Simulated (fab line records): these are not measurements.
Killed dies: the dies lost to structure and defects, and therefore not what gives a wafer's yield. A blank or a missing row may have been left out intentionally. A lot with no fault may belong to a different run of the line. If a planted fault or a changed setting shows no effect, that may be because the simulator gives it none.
Which tool is to blame? + flow gf180mcu + Sampling: 11 lots, 33 wafers, 3 of 602 route steps

## WHAT THE GAUGES READ, wafer by wafer
GF_M3_THK_MEAS_06: measures by xrf. Usual: M3_ALCU_THK 448 nm, standard deviation 6.8.
| lot  | measured     | on            | M3_ALCU_THK (nm) | flag |
|------|--------------|---------------|------------------|------|
| L796 | day 20 07:52 | film metro-02 | 456 447 443      |      |
| L797 | day 20 17:19 | film metro-01 | 442 453 441      |      |
| L800 | day 21 20:10 | film metro-04 | 455 449 450      |      |
| L801 | day 22 08:35 | film metro-01 | 442 449 438      |      |
| L802 | day 22 17:28 | film metro-01 | 454 450 451      |      |
| L810 | day 25 21:24 | film metro-04 | 454 463 461      |      |
| L812 | day 26 03:35 | film metro-01 | 461 457 460      |      |
| L813 | day 26 05:50 | film metro-01 | 442 448 447      |      |
| L815 | day 27 00:17 | film metro-02 | 445 454 451      |      |
| L816 | day 27 08:20 | film metro-01 | 447 436 439      |      |
| L818 | day 27 18:02 | film metro-04 | 454 456 460      |      |

## WHAT TOOL EACH LOT RAN ON (gives the tool, then ch and the chambers of the sampled wafers, and finally the start)
| lot  | GF_V1_ETCH_17                                 | GF_M2_STRIP_17                       |
|------|-----------------------------------------------|--------------------------------------|
| L796 | rie diel-01 ch 2,3, day 19 04:05 or earlier   | plasma asher-04 ch 0,1, day 19 04:05 |
| L797 | rie diel-02 ch 0,1,3, day 19 13:53 or earlier | plasma asher-03 ch 0,1, day 19 13:53 |
| L800 | rie diel-04 ch 1,3, day 20 17:21 or earlier   | plasma asher-03 ch 0,1, day 20 17:21 |
| L801 | rie diel-01 ch 0,1,2, day 21 06:14 or earlier | plasma asher-03 ch 0,1, day 21 06:14 |
| L802 | rie diel-04 ch 0,1, day 21 14:25 or earlier   | plasma asher-01 ch 1, day 21 14:25   |
| L810 | rie diel-02 ch 1,2,3, day 24 20:39 or earlier | plasma asher-04 ch 0,1, day 24 20:39 |
| L812 | rie diel-04 ch 0,3, day 25 02:43 or earlier   | plasma asher-03 ch 0,1, day 25 02:43 |
| L813 | rie diel-01 ch 0,2,3, day 25 05:46 or earlier | plasma asher-03 ch 0,1, day 25 05:46 |
| L815 | rie diel-04 ch 0,3, day 26 00:27 or earlier   | plasma asher-01 ch 0,1, day 26 00:27 |
| L816 | rie diel-01 ch 0,1,2, day 26 08:38 or earlier | plasma asher-01 ch 0,1, day 26 08:38 |
| L818 | rie diel-04 ch 1,2,3, day 26 19:01 or earlier | plasma asher-01 ch 0,1, day 26 19:01 |
- GF_V1_ETCH_17: etches SiO2 in C4F8/O2/Ar, stops on TiN, target depth 630 nm.
- GF_M2_STRIP_17: strips in O2/N2.

## WHAT THE TOOLS THEMSELVES READ (means of the sampled wafers that have a number; where no wafer has one, the mark that the record gives instead)
GF_V1_ETCH_17. Usual: oes product au 0.856 a.u., standard deviation 0.0044; rf fwd power W 1493 W, standard deviation 5.1.
| lot  | tool        | oes product au (a.u.) | rf fwd power W (W) | flag |
|------|-------------|-----------------------|--------------------|------|
| L796 | rie diel-01 | 0.853                 | 1495               |      |
| L797 | rie diel-02 | 0.855                 | 1493               |      |
| L800 | rie diel-04 | 0.856                 | 1493               |      |
| L801 | rie diel-01 | 0.857                 | 1496               |      |
| L802 | rie diel-04 | 0.856                 | 1489               |      |
| L810 | rie diel-02 | 0.853                 | 1496               |      |
| L812 | rie diel-04 | 0.852                 | 1492               |      |
| L813 | rie diel-01 | 0.856                 | 1495               |      |
| L815 | rie diel-04 | 0.853                 | 1489               |      |
| L816 | rie diel-01 | 0.860                 | 1496               |      |
| L818 | rie diel-04 | 0.859                 | 1493               |      |

GF_M2_STRIP_17. Usual: drypump motor current A 5.73 A, standard deviation 0.29; heater power w 362 W, standard deviation 57; oes product au 0.537 a.u., standard deviation 0.0052; strip time to endpoint s 7.38 s, standard deviation 0.051.
| lot  | tool            | drypump motor current A (A) | heater power w (W) | oes product au (a.u.) | strip time to endpoint s (s) | flag |
|------|-----------------|-----------------------------|--------------------|-----------------------|------------------------------|------|
| L796 | plasma asher-04 | 5.55                        | 334                | 0.544                 | 7.43                         |      |
| L797 | plasma asher-03 | 5.60                        | 318                | 0.533                 | 7.33                         |      |
| L800 | plasma asher-03 | 5.70                        | 324                | 0.533                 | 7.36                         |      |
| L801 | plasma asher-03 | 5.69                        | 323                | 0.530                 | 7.34                         |      |
| L802 | plasma asher-01 | 6.22                        | 335                | 0.539                 | 7.45                         |      |
| L810 | plasma asher-04 | 5.46                        | 357                | 0.541                 | 7.41                         |      |
| L812 | plasma asher-03 | 5.68                        | 326                | 0.542                 | 7.39                         |      |
| L813 | plasma asher-03 | 5.69                        | 324                | 0.535                 | 7.37                         |      |
| L815 | plasma asher-01 | 5.76                        | 424                | 0.542                 | 7.39                         |      |
| L816 | plasma asher-01 | 5.78                        | 422                | 0.534                 | 7.35                         |      |
| L818 | plasma asher-01 | 5.77                        | 421                | 0.534                 | 7.35                         |      |

## THE ANSWER, worked out from the rows above alone
Rule: a lot counts as off when the mean over its wafers that have a number is more than 3 standard deviations away from the usual mean. Also off: a lot with no number at a reading for which 4 or more lots have one. Any other lot the step has rows for is counted as sound. The gauges are gone through in route order, then the tools' own readings, and for those a lot's mean is taken as printed above. At the first step where some lot is off, the reading lying furthest off is the one used; lots without a number count as furthest.
No lot is off on any of the readings shown, so nothing can be concluded from this.

## WHAT THE SIMULATOR HAD PUT IN
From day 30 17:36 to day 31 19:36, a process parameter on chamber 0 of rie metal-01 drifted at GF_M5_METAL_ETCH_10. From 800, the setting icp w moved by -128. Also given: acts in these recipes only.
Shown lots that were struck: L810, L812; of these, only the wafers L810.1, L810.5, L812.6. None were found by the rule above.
